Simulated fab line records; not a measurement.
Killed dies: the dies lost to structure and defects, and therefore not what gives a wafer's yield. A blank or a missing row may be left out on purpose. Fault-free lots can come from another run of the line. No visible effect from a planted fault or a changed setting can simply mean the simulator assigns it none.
fab line records ; flow sky130
record lots=5; wafers=15; last-day=50
route steps=708 shown METAL2@497 VIA2@507 METAL3@532 CAPM@537 PAD_OPEN@708
lots that met no fault: from a run of the same line without faults
start-h: the number of hours between the record's first day and the start of the first shown wafer of the lot ; wait-h: hours from the lot's prior step to this one ; " repeats the value in the row above ; L1.1+2: several wafers, shown together as one row ; - no value, or no start given ; * or withheld: withheld ; < > ~ a bound
route shown NAME@n: names a module that has steps shown in the file, with the first one's number in the route ; usual: mean/standard deviation of fault-free wafers ; same: alike in all rows ; chamber/n: place in a boat ; sites: each site's reading ; _std_site: standard deviation across them ; _edge_site: outer sites' mean less inner sites' ; radius-mm: how far each site lies from the wafer's centre ; mask NAME#n: copy n ; behind: the tool/chamber that last shaped the wafer ; hold: what put the lot on hold/how long, in hours/how the hold closed ; device: transistor that didn't switch, given as n, p or np ; end of line: the same wafers' tests at the end of the route ; for a step that has no rows: nothing shown but its recipe ; killed: dies that structure and defects cost at the first sort, which is not the same as the wafer's yield ; map: shows each die of a wafer: x if killed, . if not, _ if none is there
set.NAME: the run value of the setting; set.NAME@STEP: its run value at that earlier step ; model.NAME: the simulator's own value behind a step, which no gauge read
a table for each step, a row for each wafer; lots at some steps of the route
services: from which hour (start-h, from the record's first day; less than 0 if before it) a tool's chamber was out of use, for how many hours, and why
## steps
# step SKY_METAL2_DEVELOP_14
# recipe develop-time-s=60; resist=KrF-thick; dev-temp-c=21
# step SKY_METAL2_CD_MEAS_15
# recipe target-cd-nm=140
# usual cd-nm=139.7/1.8
lot.wafer;tool;chamber;start-h;wait-h;cd-nm
L568.1;cd-sem-01;-;825.91;-;139.3
L568.3;cd-sem-01;-;825.91;-;139.9
L568.4;cd-sem-01;-;825.91;-;137.7
L573.1;cd-sem-01;-;855.58;-;140.6
L573.3;cd-sem-01;-;855.58;-;141.7
L573.4;cd-sem-01;-;855.58;-;143.6
L575.1;cd-sem-02;-;877.11;-;138.7
L575.2;cd-sem-02;-;877.11;-;137.3
L575.5;cd-sem-02;-;877.11;-;137.8
L585.2;cd-sem-01;-;942.57;-;139.2
L585.4;cd-sem-01;-;942.57;-;141.9
L585.5;cd-sem-01;-;942.57;-;141.0
L591.2;cd-sem-01;-;986.58;-;140.2
L591.3;cd-sem-01;-;986.58;-;138.3
L591.4;cd-sem-01;-;986.58;-;140.2
# step SKY_METAL2_OVL_MEAS_16
# usual METAL2_OVL=4/5.7
lot.wafer;tool;chamber;start-h;wait-h;METAL2_OVL[nm]
L568.1;overlay-02;-;826.03;0.1;0
L568.3;overlay-02;-;826.03;0.1;6
L568.4;overlay-02;-;826.03;0.1;-2
L573.1;overlay-01;-;855.70;0.1;-1
L573.3;overlay-01;-;855.70;0.1;6
L573.4;overlay-01;-;855.70;0.1;-11
L575.1;overlay-02;-;877.23;0.1;8
L575.2;overlay-02;-;877.23;0.1;-1
L575.5;overlay-02;-;877.23;0.1;4
L585.2;overlay-02;-;942.67;0.1;3
L585.4;overlay-02;-;942.67;0.1;3
L585.5;overlay-02;-;942.67;0.1;7
L591.2;overlay-01;-;986.69;0.1;-5
L591.3;overlay-01;-;986.69;0.1;0
L591.4;overlay-01;-;986.69;0.1;-1
# step SKY_METAL2_DESCUM_17
# recipe chemistry=O2; source-power-w=150; bias-power-w=0; pressure-mtorr=10; temp-c=40; time-s=8
# step SKY_METAL2_ETCH_18
# recipe chemistry=N2/H2; target=BARC; ion-energy-ev=200; bias-w=100; pressure-mtorr=30; n2-flow-sccm=100; h2-flow-sccm=200; icp-w=500; stop-on=SiO2; time-s=45.9; target-depth-a=600
# step SKY_METAL2_METAL_ETCH_19
# recipe target-depth-a=3600; stop-on=SiO2; over-etch-frac=0.3; time-s=78; chemistry=Cl2/BCl3; resist-sidewall-deg=88; pressure-mtorr=10; icp-w=900; bias-w=48.5; Cl2_flow_sccm=60; bcl3-flow-sccm=30
# usual drypump-motor-current-A=5.77/0.22; oes-product-au=0.855/0.0058; throttle-valve-pct=22.264/0.0098
lot.wafer;tool;chamber;start-h;wait-h;drypump-motor-current-A;oes-product-au;rf-hours-counter-h;throttle-valve-pct
L568.1;rie-metal-04;0;826.19;0.1;5.87;0.855;9;22.270
L568.3;rie-metal-04;1;826.19;0.1;5.46;0.853;-;22.258
L568.4;rie-metal-04;0;826.19;0.1;5.88;0.853;-;22.258
L573.1;rie-metal-04;1;855.83;0.0;5.46;0.861;8;22.261
L573.3;rie-metal-04;1;855.83;0.0;5.43;0.850;-;22.260
L573.4;rie-metal-04;0;855.83;0.0;5.88;0.852;-;22.254
L575.1;rie-metal-03;0;877.46;0.1;5.98;0.853;1;22.275
L575.2;rie-metal-03;0;877.46;0.1;5.98;0.848;-;22.264
L575.5;rie-metal-03;0;877.46;0.1;5.97;0.853;-;22.273
L585.2;rie-metal-02;0;942.80;0.0;6.03;0.845;6;22.261
L585.4;rie-metal-02;1;942.80;0.0;5.85;0.859;-;22.274
L585.5;rie-metal-02;1;942.80;0.0;5.87;0.855;-;22.258
L591.2;rie-metal-03;1;986.81;0.0;5.54;0.855;4;22.266
L591.3;rie-metal-03;0;986.81;0.0;6.00;0.854;-;22.270
L591.4;rie-metal-03;1;986.81;0.0;5.48;0.860;-;22.266
# step SKY_METAL2_STRIP_20
# recipe chemistry=O2/N2; power-w=1400; pressure-mtorr=1500; platen-temp-c=withheld; o2-flow-sccm=3000; n2-flow-sccm=300; overash-fraction=0.5
# step SKY_METAL2_STRIP_21
# recipe chemistry=post-etch-residue-remover; time-s=1200; temp-c=72.5
# step SKY_METAL2_CLEAN_22
# recipe chemistry=IPA; time-s=180; temp-c=25
# step SKY_METAL2_CLEAN_23
# recipe chemistry=O3/DIW; dry=n2-spin
# step SKY_VIA2_HDPCVD_00
# recipe material=SiO2; target-thk-nm=1180; sigma-open-frac=0.3; time-s=196.7; temp-c=400; sih4-flow-sccm=60; pressure-mtorr=6
# step SKY_VIA2_THK_MEAS_01
# recipe reads=SiO2_of_VIA2_HDPCVD_00
# usual VIA2_HDPCVD_THK=1187/11
lot.wafer;tool;chamber;start-h;wait-h;VIA2_HDPCVD_THK[nm]
L568.1;film-metro-01;-;827.50;0.1;1194
L568.3;film-metro-01;-;827.50;0.1;1195
L568.4;film-metro-01;-;827.50;0.1;1179
L573.1;film-metro-02;-;856.63;0.1;1195
L573.3;film-metro-02;-;856.63;0.1;1150
L573.4;film-metro-02;-;856.63;0.1;1191
L575.1;film-metro-03;-;878.48;0.1;1190
L575.2;film-metro-03;-;878.48;0.1;1164
L575.5;film-metro-03;-;878.48;0.1;1190
L585.2;film-metro-01;-;943.62;0.1;1174
L585.4;film-metro-01;-;943.62;0.1;1178
L585.5;film-metro-01;-;943.62;0.1;1187
L591.2;film-metro-02;-;987.63;0.1;1189
L591.3;film-metro-02;-;987.63;0.1;1197
L591.4;film-metro-02;-;987.63;0.1;1195
# step SKY_VIA2_CMP_02
# recipe material=SiO2; down-force-psi=4; platen-rpm=60; pad-velocity-m-s=0.94248
# usual motor-current-A=12.0/1.2
lot.wafer;tool;chamber;start-h;wait-h;motor-current-A;model.SiO2_of_VIA2_HDPCVD_00.thk-nm
L568.1;cmp-01;3;827.80;0.3;13.4;493.1
L568.3;cmp-01;0;827.80;0.3;14.5;493.2
L568.4;cmp-01;2;827.80;0.3;12.2;493.5
L573.4;cmp-02;2;856.69;0.0;11.9;493.4
L573.1;cmp-02;3;856.69;0.0;10.9;494.3
L573.3;cmp-02;1;856.69;0.0;10.8;496.3
L575.2;cmp-01;1;878.59;0.1;11.7;493.7
L575.1;cmp-01;2;878.59;0.1;11.7;494.2
L575.5;cmp-01;0;878.59;0.1;14.0;445
L585.4;cmp-02;2;943.67;0.0;12.2;495.9
L585.2;cmp-02;1;943.67;0.0;11.1;495.9
L585.5;cmp-02;2;943.67;0.0;12.0;495.4
L591.3;cmp-02;3;987.68;0.0;10.9;494.7
L591.4;cmp-02;0;987.68;0.0;11.3;494.4
L591.2;cmp-02;2;987.68;0.0;12.3;493
# step SKY_VIA2_BOW_MEAS_03
# recipe mode=bow
# usual VIA2_BOW=83/7.6
lot.wafer;tool;chamber;start-h;wait-h;VIA2_BOW[um]
L568.1;film-metro-03;-;828.10;0.2;94
L568.3;film-metro-03;-;828.10;0.2;98
L568.4;film-metro-03;-;828.10;0.2;92
L573.1;film-metro-02;-;856.99;0.2;80
L573.3;film-metro-02;-;856.99;0.2;66
L573.4;film-metro-02;-;856.99;0.2;72
L575.1;film-metro-01;-;878.84;0.1;97
L575.2;film-metro-01;-;878.84;0.1;73
L575.5;film-metro-01;-;878.84;0.1;82
L585.2;film-metro-03;-;944.03;0.2;79
L585.4;film-metro-03;-;944.03;0.2;76
L585.5;film-metro-03;-;944.03;0.2;88
L591.2;film-metro-01;-;988.00;0.1;70
L591.3;film-metro-01;-;988.00;0.1;68
L591.4;film-metro-01;-;988.00;0.1;83
# step SKY_VIA2_DEHYDRATE_04
# recipe temp-c=200; time-s=60
# step SKY_VIA2_HMDS_05
# recipe prime-time-s=60; prime-temp-c=120
# step SKY_VIA2_COAT_06
# recipe resist=BARC; temp-c=withheld; time-s=withheld; spin-rpm=3000; resist-thk-nm=60
# step SKY_VIA2_COAT_07
# recipe resist=KrF-thick; spin-rpm=3000; resist-thk-nm=450
# step SKY_VIA2_SOFTBAKE_08
# recipe temp-c=100; time-s=90; resist=KrF-thick
# step SKY_VIA2_EXPOSE_09
# recipe mask-id=VIM2; na=0.8; source-shape=annular; sigma-inner=0.55; sigma-outer=0.85; target-cd-nm=200; dose-mj=38
# step SKY_VIA2_PEB_10
# recipe peb-temp-c=withheld; peb-time-s=withheld; resist=KrF-thick
# step SKY_VIA2_DEVELOP_11
# recipe develop-time-s=60; resist=KrF-thick; dev-temp-c=21
# step SKY_VIA2_CD_MEAS_12
# recipe target-cd-nm=200
# usual cd-nm=200.1/1.5
lot.wafer;tool;chamber;start-h;wait-h;cd-nm
L568.1;cd-sem-01;-;854.21;-;200.8
L568.3;cd-sem-01;-;854.21;-;200.5
L568.4;cd-sem-01;-;854.21;-;201.5
L573.1;cd-sem-01;-;883.01;-;199.6
L573.3;cd-sem-01;-;883.01;-;199.5
L573.4;cd-sem-01;-;883.01;-;200.3
L575.1;cd-sem-02;-;904.21;-;200.6
L575.2;cd-sem-02;-;904.21;-;199.8
L575.5;cd-sem-02;-;904.21;-;199.3
L585.2;cd-sem-02;-;968.00;-;201.5
L585.4;cd-sem-02;-;968.00;-;200.8
L585.5;cd-sem-02;-;968.00;-;202.5
L591.2;cd-sem-01;-;1011.13;-;196.5
L591.3;cd-sem-01;-;1011.13;-;198.2
L591.4;cd-sem-01;-;1011.13;-;198.5
# step SKY_VIA2_OVL_MEAS_13
# usual VIA2_OVL=-1/5
lot.wafer;tool;chamber;start-h;wait-h;VIA2_OVL[nm]
L568.1;overlay-02;-;854.33;0.1;-8
L568.3;overlay-02;-;854.33;0.1;-4
L568.4;overlay-02;-;854.33;0.1;-9
L573.1;overlay-01;-;883.13;0.1;-6
L573.3;overlay-01;-;883.13;0.1;-3
L573.4;overlay-01;-;883.13;0.1;-5
L575.1;overlay-02;-;904.33;0.1;-6
L575.2;overlay-02;-;904.33;0.1;0
L575.5;overlay-02;-;904.33;0.1;-2
L585.2;overlay-02;-;968.10;0.1;-9
L585.4;overlay-02;-;968.10;0.1;-4
L585.5;overlay-02;-;968.10;0.1;-4
L591.2;overlay-02;-;1011.24;0.1;-3
L591.3;overlay-02;-;1011.24;0.1;-3
L591.4;overlay-02;-;1011.24;0.1;-5
# step SKY_VIA2_ETCH_14
# recipe chemistry=N2/H2; target=BARC; ion-energy-ev=200; source-w=500; bias-w=100; pressure-mtorr=30; n2-flow-sccm=100; h2-flow-sccm=200; stop-on=SiO2; time-s=45.9; target-depth-a=600
# step SKY_VIA2_ETCH_15
# recipe target=SiO2; chemistry=C4F8/O2/Ar; target-depth-nm=546; stop-on=TiN; mask-material=KrF-thick; source-w=1500; bias-w=1200; pressure-mtorr=40; c4f8-flow-sccm=withheld; O2_flow_sccm=6; Ar_flow_sccm=300; time-s=84
# usual oes-product-au=0.939/0.0053
lot.wafer;tool;chamber;start-h;wait-h;oes-product-au;rf-hours-counter-h;model.etch.depth-nm;model.VIA2.feature-depth-nm
L568.1;rie-diel-04;0;854.41;0.0;0.936;19;493.1;493.1
L568.3;rie-diel-04;2;854.41;0.0;0.941;18;493.2;493.2
L568.4;rie-diel-04;0;854.41;0.0;0.936;-;493.5;493.5
L573.1;rie-diel-03;1;883.21;0.0;0.933;5;494.3;494.3
L573.3;rie-diel-03;0;883.21;0.0;0.948;8;496.3;496.3
L573.4;rie-diel-03;2;883.21;0.0;0.939;13;493.4;493.4
L575.1;rie-diel-04;3;904.41;0.0;0.938;1;494.2;494.2
L575.2;rie-diel-04;2;904.41;0.0;0.937;20;493.7;493.7
L575.5;rie-diel-04;3;904.41;0.0;0.875;-;445;445
L585.2;rie-diel-02;0;968.17;0.0;0.946;28;495.9;495.9
L585.4;rie-diel-02;3;968.17;0.0;0.946;5;495.9;495.9
L585.5;rie-diel-02;1;968.17;0.0;0.937;-;495.4;495.4
L591.2;rie-diel-04;2;1011.31;0.0;0.934;23;493;493
L591.3;rie-diel-04;1;1011.31;0.0;0.937;14;494.7;494.7
L591.4;rie-diel-04;0;1011.31;0.0;0.933;24;494.4;494.4
# step SKY_VIA2_STRIP_16
# recipe chemistry=O2/N2; power-w=1400; pressure-mtorr=1500; platen-temp-c=withheld; o2-flow-sccm=3000; n2-flow-sccm=300; overash-fraction=0.5
# step SKY_VIA2_STRIP_17
# recipe chemistry=post-etch-residue-remover; time-s=1200; temp-c=72.5
# step SKY_VIA2_CLEAN_18
# recipe chemistry=IPA; time-s=180; temp-c=25
# step SKY_VIA2_CLEAN_19
# recipe chemistry=O3/DIW; dry=n2-spin
# step SKY_VIA2_SPUTTER_20
# recipe material=TiN; target-thk-nm=20; chamber-pressure-pa=5; power-w=4000; time-s=80
# usual throttle-valve-pct=30.0/0.86
lot.wafer;tool;chamber;start-h;wait-h;throttle-valve-pct
L568.1;pvd-sputter-02;-;855.06;0.0;29.3
L568.3;pvd-sputter-02;-;855.06;0.0;29.4
L568.4;pvd-sputter-02;-;855.06;0.0;28.8
L573.1;pvd-sputter-02;-;883.87;0.0;29.9
L573.3;pvd-sputter-02;-;883.87;0.0;29.5
L573.4;pvd-sputter-02;-;883.87;0.0;28.9
L575.1;pvd-sputter-02;-;905.07;0.0;29.2
L575.2;pvd-sputter-02;-;905.07;0.0;29.7
L575.5;pvd-sputter-02;-;905.07;0.0;29.8
L585.2;pvd-sputter-03;-;968.83;0.0;30.1
L585.4;pvd-sputter-03;-;968.83;0.0;30.6
L585.5;pvd-sputter-03;-;968.83;0.0;29.2
L591.2;pvd-sputter-03;-;1011.97;0.0;28.9
L591.3;pvd-sputter-03;-;1011.97;0.0;30.7
L591.4;pvd-sputter-03;-;1011.97;0.0;30.3
# step SKY_VIA2_CVD_21
# recipe material=W; target-thk-nm=420; time-s=126.4; temp-c=400; pressure-torr=40
# usual heater-power-w=860/45
lot.wafer;tool;chamber;start-h;wait-h;heater-power-w
L568.1;cvd-w-01;0;855.12;0.0;804
L568.3;cvd-w-01;0;855.12;0.0;831
L568.4;cvd-w-01;1;855.12;0.0;952
L573.1;cvd-w-02;0;883.93;0.0;872
L573.3;cvd-w-02;1;883.93;0.0;912
L573.4;cvd-w-02;0;883.93;0.0;868
L575.1;cvd-w-02;0;905.13;0.0;877
L575.2;cvd-w-02;1;905.13;0.0;912
L575.5;cvd-w-02;1;905.13;0.0;935
L585.2;cvd-w-01;0;968.89;0.0;816
L585.4;cvd-w-01;1;968.89;0.0;874
L585.5;cvd-w-01;1;968.89;0.0;843
L591.2;cvd-w-01;1;1012.03;0.0;859
L591.3;cvd-w-01;1;1012.03;0.0;857
L591.4;cvd-w-01;0;1012.03;0.0;786
# step SKY_VIA2_RS_MEAS_22
# recipe thk-meas-gauge=four-point-probe; reads=W_of_VIA2_CVD_21+TiN_of_VIA2_SPUTTER_20
# usual VIA2_W_RS=0.271/0.0046
lot.wafer;tool;chamber;start-h;wait-h;VIA2_W_RS[ohm/sq]
L568.1;film-metro-03;-;855.25;0.1;0.270
L568.3;film-metro-03;-;855.25;0.1;0.268
L568.4;film-metro-03;-;855.25;0.1;0.268
L573.1;film-metro-01;-;884.06;0.1;0.272
L573.3;film-metro-01;-;884.06;0.1;0.264
L573.4;film-metro-01;-;884.06;0.1;0.274
L575.1;film-metro-01;-;905.26;0.1;0.274
L575.2;film-metro-01;-;905.26;0.1;0.262
L575.5;film-metro-01;-;905.26;0.1;0.261
L585.2;film-metro-02;-;969.04;0.1;0.270
L585.4;film-metro-02;-;969.04;0.1;0.272
L585.5;film-metro-02;-;969.04;0.1;0.269
L591.2;film-metro-02;-;1012.18;0.1;0.271
L591.3;film-metro-02;-;1012.18;0.1;0.271
L591.4;film-metro-02;-;1012.18;0.1;0.274
# step SKY_VIA2_THK_MEAS_23
# recipe thk-meas-gauge=xrf; reads=W_of_VIA2_CVD_21
# usual VIA2_W_THK=432/8.2
lot.wafer;tool;chamber;start-h;wait-h;VIA2_W_THK[nm]
L568.1;film-metro-03;-;855.37;0.1;443
L568.3;film-metro-03;-;855.37;0.1;443
L568.4;film-metro-03;-;855.37;0.1;444
L573.1;film-metro-01;-;884.18;0.1;432
L573.3;film-metro-01;-;884.18;0.1;446
L573.4;film-metro-01;-;884.18;0.1;427
L575.1;film-metro-01;-;905.38;0.1;428
L575.2;film-metro-01;-;905.38;0.1;447
L575.5;film-metro-01;-;905.38;0.1;444
L585.2;film-metro-02;-;969.15;0.1;430
L585.4;film-metro-02;-;969.15;0.1;428
L585.5;film-metro-02;-;969.15;0.1;435
L591.2;film-metro-02;-;1012.29;0.1;435
L591.3;film-metro-02;-;1012.29;0.1;433
L591.4;film-metro-02;-;1012.29;0.1;430
# step SKY_VIA2_CMP_24
# recipe stop-on=SiO2; t-overpolish-s=20; down-force-psi=3.5; platen-rpm=60; target-thk-nm=0; pad-velocity-m-s=0.94248
# usual motor-current-A=11.1/1.2
lot.wafer;tool;chamber;start-h;wait-h;motor-current-A
L568.3;cmp-01;0;855.43;0.0;13.5
L568.4;cmp-01;2;855.43;0.0;10.7
L568.1;cmp-01;3;855.43;0.0;11.6
L573.4;cmp-01;0;884.24;0.0;12.6
L573.1;cmp-01;1;884.24;0.0;10.2
L573.3;cmp-01;3;884.24;0.0;11.6
L575.2;cmp-02;3;905.44;0.0;9.7
L575.1;cmp-02;2;905.44;0.0;11.2
L575.5;cmp-02;3;905.44;0.0;9.9
L585.2;cmp-01;2;969.25;0.1;11.2
L585.4;cmp-01;0;969.25;0.1;13.3
L585.5;cmp-01;2;969.25;0.1;10.8
L591.4;cmp-01;1;1012.34;0.0;10.6
L591.3;cmp-01;3;1012.34;0.0;11.5
L591.2;cmp-01;0;1012.34;0.0;13.3
# step SKY_METAL3_SPUTTER_00
# recipe material=Ti; target-thk-nm=15; power-w=3000; time-s=10; chamber-pressure-pa=0.4
# step SKY_METAL3_SPUTTER_01
# recipe material=TiN; target-thk-nm=20; power-w=6500; time-s=16.7; chamber-pressure-pa=0.4
# step SKY_METAL3_SPUTTER_02
# recipe material=AlCu; target-thk-nm=735; power-w=10600; time-s=39.1; chamber-pressure-pa=0.4
# usual throttle-valve-pct=29.7/0.96
lot.wafer;tool;chamber;start-h;wait-h;throttle-valve-pct
L568.1;pvd-sputter-03;-;855.79;0.0;29.3
L568.3;pvd-sputter-03;-;855.79;0.0;28.7
L568.4;pvd-sputter-03;-;855.79;0.0;30.3
L573.1;pvd-sputter-03;-;884.59;0.0;28.7
L573.3;pvd-sputter-03;-;884.59;0.0;30.5
L573.4;pvd-sputter-03;-;884.59;0.0;30.3
L575.1;pvd-sputter-04;-;905.79;0.0;30.6
L575.2;pvd-sputter-04;-;905.79;0.0;27.4
L575.5;pvd-sputter-04;-;905.79;0.0;30.2
L585.2;pvd-sputter-02;-;969.55;0.0;28.8
L585.4;pvd-sputter-02;-;969.55;0.0;29.6
L585.5;pvd-sputter-02;-;969.55;0.0;29.0
L591.2;pvd-sputter-02;-;1012.69;0.0;29.6
L591.3;pvd-sputter-02;-;1012.69;0.0;29.3
L591.4;pvd-sputter-02;-;1012.69;0.0;28.8
# step SKY_METAL3_SPUTTER_03
# recipe material=Ti; target-thk-nm=5; power-w=3000; time-s=3.3; chamber-pressure-pa=0.4
# step SKY_METAL3_SPUTTER_04
# recipe material=TiN; target-thk-nm=70; power-w=6500; time-s=58.3; chamber-pressure-pa=0.4
# step SKY_CAPM_CVD_00
# recipe material=SiO2; target-thk-nm=15.5; temp-c=400; time-s=withheld; rf-w=450
# step SKY_CAPM_THK_MEAS_01
# recipe reads=SiO2_of_CAPM_CVD_00
# usual CAPM_CVD_00_THK=15.44/0.23
lot.wafer;tool;chamber;start-h;wait-h;CAPM_CVD_00_THK[nm]
L568.1;film-metro-01;-;855.93;-;15.20
L568.3;film-metro-01;-;855.93;-;15.38
L568.4;film-metro-01;-;855.93;-;15.49
L573.1;film-metro-04;-;884.72;-;15.19
L573.3;film-metro-04;-;884.72;-;15.21
L573.4;film-metro-04;-;884.72;-;15.41
L575.1;film-metro-01;-;905.92;-;15.07
L575.2;film-metro-01;-;905.92;-;14.99
L575.5;film-metro-01;-;905.92;-;15.24
L585.2;film-metro-04;-;969.69;-;15.16
L585.4;film-metro-04;-;969.69;-;15.67
L585.5;film-metro-04;-;969.69;-;15.76
L591.2;film-metro-03;-;1012.82;-;15.35
L591.3;film-metro-03;-;1012.82;-;15.17
L591.4;film-metro-03;-;1012.82;-;15.55
# step SKY_METAL3_METAL_ETCH_18
# recipe target-depth-a=8450; stop-on=SiO2; over-etch-frac=0.3; time-s=183.1; chemistry=Cl2/BCl3; resist-sidewall-deg=88; pressure-mtorr=10; icp-w=900; bias-w=48.5; Cl2_flow_sccm=60; bcl3-flow-sccm=30
# usual drypump-motor-current-A=6.1/0.4; oes-product-au=0.865/0.007; throttle-valve-pct=22.263/0.0088
lot.wafer;tool;chamber;start-h;wait-h;drypump-motor-current-A;oes-product-au;rf-hours-counter-h;throttle-valve-pct;model.SiO2_of_VIA2_HDPCVD_00.thk-nm
L568.1;rie-metal-01;0;908.25;0.0;6.5;0.855;14;22.278;463.3
L568.3;rie-metal-01;0;908.25;0.0;6.6;0.869;-;22.271;463.6
L568.4;rie-metal-01;1;908.25;0.0;6.6;0.859;-;22.255;462.7
L573.1;rie-metal-04;0;935.67;0.0;5.8;0.862;15;22.269;464
L573.3;rie-metal-04;0;935.67;0.0;5.9;0.867;-;22.275;466
L573.4;rie-metal-04;0;935.67;0.0;5.8;0.850;-;22.263;462.9
L575.1;rie-metal-02;1;955.80;0.0;5.9;0.860;15;22.267;464.8
L575.2;rie-metal-02;0;955.80;0.0;6.0;0.874;6;22.259;464.1
L575.5;rie-metal-02;0;955.80;0.0;6.0;0.864;-;22.274;415.4
L585.2;rie-metal-02;0;1017.37;0.0;6.0;0.868;10;22.258;466.4
L585.4;rie-metal-02;0;1017.37;0.0;6.1;0.861;-;22.265;466.2
L585.5;rie-metal-02;1;1017.37;0.0;5.9;0.865;-;22.256;465.9
L591.2;rie-metal-01;0;1059.40;0.0;6.6;0.866;21;22.270;463.5
L591.3;rie-metal-01;0;1059.40;0.0;6.6;0.860;-;22.255;465.4
L591.4;rie-metal-01;1;1059.40;0.0;6.5;0.868;-;22.275;464.3
# step SKY_PAD_OPEN_PROBE_99
# usual defect-limited-yield=82.4/1.8; killed_at_M0_to_M3=44/6; killed_at_M4_up=2.9/1.5; killed-at-contacts=24/4.9; killed-at-front-end=16/4.3; killed-at-other=0.3/0.54; killed-dies=87/8.7; killed-open=48/6.7; killed-short=39/5.9; sort_bin_3_pad_short=0.9/0.4; sort_bin_5_function=10.5/1.5; sort_bin_6_memory=6.2/1.1; sort-n-pass=405/8.7; sort-yield-pct=82.4/1.8
# same gross-dies=492; killed-at-back-side=0; sort_bin_4_leakage[%]=0; sort_bin_8_speed[%]=0
lot.wafer;tool;chamber;start-h;wait-h;defect-limited-yield[%];killed_at_M0_to_M3;killed_at_M4_up;killed-at-contacts;killed-at-front-end;killed-at-other;killed-dies;killed-open;killed-short;sort_bin_3_pad_short[%];sort_bin_5_function[%];sort_bin_6_memory[%];sort-n-pass;sort-yield-pct[%]
L585.2;prober-01;-;1169.07;0.1;83.9;50;3;14;11;1;79;47;31;1.0;11.2;3.9;413;83.9
L585.4;prober-01;-;1169.17;0.2;86.0;31;4;22;12;0;69;36;31;1.0;8.1;4.9;423;86.0
L585.5;prober-01;-;1169.22;0.2;83.9;37;2;28;12;0;79;43;36;0.6;10.0;5.5;413;83.9
# killed by level:class
L585.2 VIA1:geometric-particle:open=15 VIA3:geometric-particle:open=12 METAL2:geometric-particle:short=5 VIA2:geometric-particle:open=5 POLY_GATE:geometric-particle:open=4 CONTACT:geometric-particle:short=4 CONTACT:geometric-particle:open=4 METAL1:geometric-particle:short=4
L585.4 VIA1:geometric-particle:open=8 LOCAL_INTERCONNECT:geometric-particle:short=7 VIA3:geometric-particle:open=6 LI_CONTACT:geometric-particle:open=6 CONTACT:geometric-particle:open=5 CONTACT:geometric-particle:short=4 METAL1:geometric-particle:short=4 VIA2:geometric-particle:short=3
L585.5 VIA1:geometric-particle:open=14 CONTACT:geometric-particle:open=9 LI_CONTACT:geometric-particle:open=8 CONTACT:geometric-particle:short=6 VIA1:geometric-particle:short=5 POLY_GATE:geometric-particle:short=4 LI_CONTACT:geometric-particle:short=4 VIA2:geometric-particle:open=4
## services
tool;chamber;start-h;hours;kind
cmp-02;-;825.52;5.8;pm
rie-metal-02;1;841.06;8.3;repair
pvd-sputter-02;-;868.80;0.9;repair
cvd-w-01;1;873.22;17.6;repair
cmp-01;-;890.18;0.5;repair
rie-diel-04;1;898.08;1.4;repair
cvd-w-01;-;904.00;14.0;pm
cmp-02;-;912.77;4.0;pm
rie-diel-04;1;915.12;7.9;repair
cmp-01;-;918.79;1.3;repair
rie-metal-04;1;918.84;24.1;repair
rie-metal-02;-;919.17;2.8;pm
pvd-sputter-02;-;924.87;1.9;repair
rie-diel-04;3;925.16;3.4;repair
cmp-01;-;943.33;0.4;repair
cmp-01;-;960.52;2.7;repair
pvd-sputter-03;-;981.37;4.9;repair
cmp-02;-;984.65;1.8;repair
cmp-01;-;985.36;4.5;repair
rie-diel-04;2;991.01;8.9;repair
cmp-02;-;1007.31;0.2;repair
rie-diel-04;-;1017.37;0.2;repair
rie-metal-02;1;1044.91;40.5;repair
cmp-02;-;1057.44;1.3;repair
## key
first-sign step=SKY_VIA2_ETCH_15; reading=oes-product-au; direction=down; sigmas=12; usual=0.939; struck=0.875
effect none on later readings
model-effect step=SKY_VIA2_CMP_02; value=SiO2_of_VIA2_HDPCVD_00.thk-nm; without=494.5; struck=445
model-effect step=SKY_VIA2_ETCH_15; value=etch.depth-nm; without=494.5; struck=445
model-effect step=SKY_METAL3_METAL_ETCH_18; value=SiO2_of_VIA2_HDPCVD_00.thk-nm; without=464.9; struck=415.4
met-at SKY_VIA2_CMP_02
struck-wafers L575.5
fault kind=process-parameter-drift; tool=cmp-01; chamber=0; onset-h=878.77; steps=SKY_VIA2_CMP_02; channel=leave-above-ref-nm; offset=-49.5; shape=step; end-h=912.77; acts-in=these-recipes-only; stated=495
